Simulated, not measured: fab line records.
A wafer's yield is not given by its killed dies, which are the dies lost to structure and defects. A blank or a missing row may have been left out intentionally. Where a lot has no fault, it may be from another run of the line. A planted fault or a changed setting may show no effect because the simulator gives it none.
The tool behind it: which one?    flow gf180mcu    Sampling: 14 lots, 40 wafers, 5 of 602 route steps

== WHAT THE GAUGES SHOWED, per wafer ==
GF_VT_IMPLANT_OVL_MEAS_40.
lot   measured      on          VT_IMPLANT_03_OVL (nm)
L124  day 7 11:50   overlay-02  1.0 -1.1 -1.9
L125  day 7 16:01   overlay-01  -1.9 -0.9 -2.7
L126  day 8 01:58   overlay-01  -3.4 -0.5 -1.2
L127  day 8 07:40   overlay-02  -0.4 0.5 -2.2
L128  day 8 14:22   overlay-02  -1.1 -1.0 -2.2
L129  day 8 21:13   overlay-01  1.7 2.6 1.9
L131  day 9 08:02   overlay-01  0.5 0.2
L132  day 10 02:58  overlay-01  -1.4 -1.9 -1.8
L137  day 11 12:04  overlay-01  -2.5 0.1
L139  day 11 19:07  overlay-02  -0.1 -0.6 -1.2
L140  day 12 03:02  overlay-01  0.5 0.6 0.3
L142  day 12 13:56  overlay-02  -0.5 -2.0 -1.9
L144  day 13 05:40  overlay-02  -1.4 1.7 1.4
L147  day 14 02:44  overlay-01  -3.8 -0.9 -4.6

GF_VT_IMPLANT_RS_MEAS_46: measurement is done with a four-point probe.
lot   measured      on            MVSD_RS (ohm/sq)
L124  day 7 12:20   filmMetro-01  456.6 456.7 455.6
L125  day 7 16:31   filmMetro-03  456.8 458.0 457.6
L126  day 8 02:28   filmMetro-01  455.3 455.8 456.7
L127  day 8 08:10   filmMetro-03  458.1 457.2 457.6
L128  day 8 14:53   filmMetro-03  456.6 457.7 456.0
L129  day 8 21:43   filmMetro-01  459.2 456.8 458.9
L131  day 9 08:35   filmMetro-03  455.9 456.0
L132  day 10 03:29  filmMetro-03  458.6 457.5 458.3
L137  day 11 12:34  filmMetro-01  457.1 457.7
L139  day 11 19:37  filmMetro-04  454.2 453.7 454.7
L140  day 12 03:33  filmMetro-03  458.6 456.0 457.2
L142  day 12 14:28  filmMetro-04  457.1 456.2 454.9
L144  day 13 06:10  filmMetro-01  456.3 455.7 455.4
L147  day 14 03:15  filmMetro-03  456.8 457.1 458.6

== WHAT TOOL EACH LOT RAN ON (gives the tool, then ch and the chambers of the sampled wafers, and finally the start) ==
lot   GF_STI_ETCH_14                  GF_STI_STRIP_15                     GF_NWELL_STRIP_10
L124  rieSi-01 ch 0,1,3, day 2 01:40  plasmaAsher-02 ch 0,1, day 2 01:45  plasmaAsher-04 ch 1, day 3 07:07
L125  rieSi-01 ch 0,1,3, day 2 07:07  plasmaAsher-03 ch 0,1, day 2 07:12  plasmaAsher-04 ch 1, day 3 13:04
L126  rieSi-01 ch 2,3, day 2 13:22    plasmaAsher-04 ch 0,1, day 2 13:27  plasmaAsher-01 ch 0,1, day 3 20:22
L127  rieSi-01 ch 0,2, day 2 16:28    plasmaAsher-03 ch 0,1, day 2 16:32  plasmaAsher-04 ch 0,1, day 4 00:22
L128  rieSi-01 ch 0,2,3, day 2 23:09  plasmaAsher-02 ch 0,1, day 2 23:14  plasmaAsher-01 ch 0,1, day 4 06:07
L129  rieSi-02 ch 0,2,3, day 3 02:42  plasmaAsher-04 ch 0,1, day 3 02:47  plasmaAsher-01 ch 0,1, day 4 10:40
L131  rieSi-02 ch 0,3, day 3 13:22    plasmaAsher-03 ch 0,1, day 3 13:26  plasmaAsher-04 ch 0,1, day 4 20:20
L132  rieSi-01 ch 0,3, day 3 18:24    plasmaAsher-04 ch 0,1, day 3 18:29  plasmaAsher-04 ch 0,1, day 5 09:52
L137  rieSi-02 ch 0,1, day 5 01:21    plasmaAsher-03 ch 0,1, day 5 01:26  plasmaAsher-03 ch 1, day 6 13:07
L139  rieSi-01 ch 0,1,3, day 5 08:25  plasmaAsher-03 ch 0,1, day 5 08:30  plasmaAsher-03 ch 0,1, day 6 19:58
L140  rieSi-01 ch 0,2,3, day 5 13:31  plasmaAsher-04 ch 0,1, day 5 13:36  plasmaAsher-03 ch 0,1, day 7 00:43
L142  rieSi-01 ch 1,2,3, day 5 21:57  plasmaAsher-02 ch 0,1, day 5 22:04  plasmaAsher-04 ch 0,1, day 7 09:08
L144  rieSi-01 ch 2,3, day 6 10:42    plasmaAsher-02 ch 0,1, day 6 10:47  plasmaAsher-01 ch 0,1, day 7 22:51
L147  rieSi-01 ch 1,2, day 6 23:16    plasmaAsher-03 ch 0,1, day 6 23:22  plasmaAsher-01 ch 0,1, day 8 15:05
- GF_STI_ETCH_14: etches Si in HBr/Cl2/O2, target depth 360 nm, time 102.9 s.
- GF_STI_STRIP_15: strips in O2/N2.
- GF_NWELL_STRIP_10: strips in O2/N2.

== WHAT THE TOOLS THEMSELVES READ (means of the sampled wafers that have a number; where no wafer has one, the mark that the record gives instead) ==
GF_STI_ETCH_14.
lot   tool      drypumpMotorCurrentA (A)  oesProductAu (a.u.)  runLengthS (s)  throttleValvePct (%)
L124  rieSi-01  5.9                       0.998                131.3           25.645
L125  rieSi-01  5.9                       1.000                131.6           25.660
L126  rieSi-01  5.4                       1.004                131.8           25.659
L127  rieSi-01  5.2                       0.996                131.5           25.647
L128  rieSi-01  5.4                       0.999                131.3           25.655
L129  rieSi-02  5.7                       1.009                131.5           25.653
L131  rieSi-02  5.6                       1.016                111.3           25.655
L132  rieSi-01  5.5                       1.003                131.1           25.656
L137  rieSi-02  6.1                       0.994                111.2           25.671
L139  rieSi-01  5.9                       1.011                131.4           25.649
L140  rieSi-01  5.4                       0.996                131.5           25.659
L142  rieSi-01  5.9                       1.002                131.8           25.664
L144  rieSi-01  5.4                       0.988                131.8           25.656
L147  rieSi-01  5.8                       0.999                131.9           25.659

GF_STI_STRIP_15.
lot   tool            drypumpMotorCurrentA (A)  heaterPowerW (W)  oesProductAu (a.u.)  platenTempC (C)  stripTimeToEndpointS (s)
L124  plasmaAsher-02  5.8                       330               0.387                249.88           3.72
L125  plasmaAsher-03  4.8                       341               0.379                250.00           3.67
L126  plasmaAsher-04  5.8                       397               0.383                249.92           3.73
L127  plasmaAsher-03  4.8                       333               0.387                250.05           3.76
L128  plasmaAsher-02  6.3                       337               0.373                249.97           3.66
L129  plasmaAsher-04  5.8                       396               0.384                250.10           3.72
L131  plasmaAsher-03  4.8                       341               0.394                249.81           3.94
L132  plasmaAsher-04  5.5                       400               0.382                250.01           3.72
L137  plasmaAsher-03  4.8                       341               0.393                249.91           3.90
L139  plasmaAsher-03  4.8                       338               0.384                250.00           3.69
L140  plasmaAsher-04  5.8                       394               0.390                250.08           3.75
L142  plasmaAsher-02  5.8                       335               0.388                250.07           3.76
L144  plasmaAsher-02  6.3                       334               0.387                249.82           3.80
L147  plasmaAsher-03  4.8                       348               0.386                250.30           3.78

GF_NWELL_STRIP_10.
lot   tool            drypumpMotorCurrentA (A)  heaterPowerW (W)  oesProductAu (a.u.)  platenTempC (C)  stripTimeToEndpointS (s)
L124  plasmaAsher-04  5.2                       405               0.722                249.92           37.00
L125  plasmaAsher-04  5.2                       408               0.717                250.23           37.03
L126  plasmaAsher-01  5.3                       339               0.722                250.02           36.93
L127  plasmaAsher-04  5.5                       400               0.726                249.83           36.99
L128  plasmaAsher-01  5.3                       342               0.723                250.18           36.92
L129  plasmaAsher-01  5.3                       314               0.721                249.96           36.87
L131  plasmaAsher-04  5.5                       390               0.722                250.06           37.11
L132  plasmaAsher-04  5.7                       399               0.722                249.83           37.06
L137  plasmaAsher-03  4.9                       320               0.723                250.00           36.69
L139  plasmaAsher-03  4.9                       332               0.734                249.92           36.90
L140  plasmaAsher-03  4.8                       336               0.722                249.97           37.17
L142  plasmaAsher-04  5.5                       400               0.723                249.84           37.04
L144  plasmaAsher-01  5.3                       336               0.725                249.88           36.77
L147  plasmaAsher-01  5.3                       337               0.724                249.92           36.93

== THE ANSWER, worked out from the rows above alone ==
Rule: what is usual is taken from the lots themselves. Put in order of their means at a reading, lots are off if they are a third of the lots or fewer, leave a main group of 4 or more, and stand apart from it by a gap of 3 or more times the standard deviation of the main group's means; of several such gaps the widest counts. The tables above print the reading to a certain number of digits; a main group whose means all agree to those digits is not used. Also off: a lot with no number at a reading for which 4 or more lots have one. The other lots that the step has rows for count as sound. The gauges are gone through in route order, then the tools' own readings, and for those a lot's mean is taken as printed above. At the first step where some lot is off, the reading lying furthest off is the one used; lots without a number count as furthest.
Off at GF_STI_ETCH_14 (runLengthS): L131, L137. Mean 131.5 s and standard deviation 0.24 in the main group.
If a tool, at that step or one of the process steps before it, ran each lot that is off and ran no sound lot following the first of them, it fits. One candidate fits, namely rieSi-02 at GF_STI_ETCH_14. Its last sound lot is L129 (day 3 02:42), its first lot that is off L131 (day 3 13:22): a fault that began between those two fits.
The tool's own readings at GF_STI_ETCH_14 bear it out: on the lots that are off they differ by more than 5 times the standard deviation of the sound lots' means. runLengthS reads 111.2 s there against 131.5 s on the sound lots.

== WHAT HAD BEEN PUT IN BY THE SIMULATOR ==
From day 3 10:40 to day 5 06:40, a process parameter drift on rieSi-02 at GF_STI_ETCH_14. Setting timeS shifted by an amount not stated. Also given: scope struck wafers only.
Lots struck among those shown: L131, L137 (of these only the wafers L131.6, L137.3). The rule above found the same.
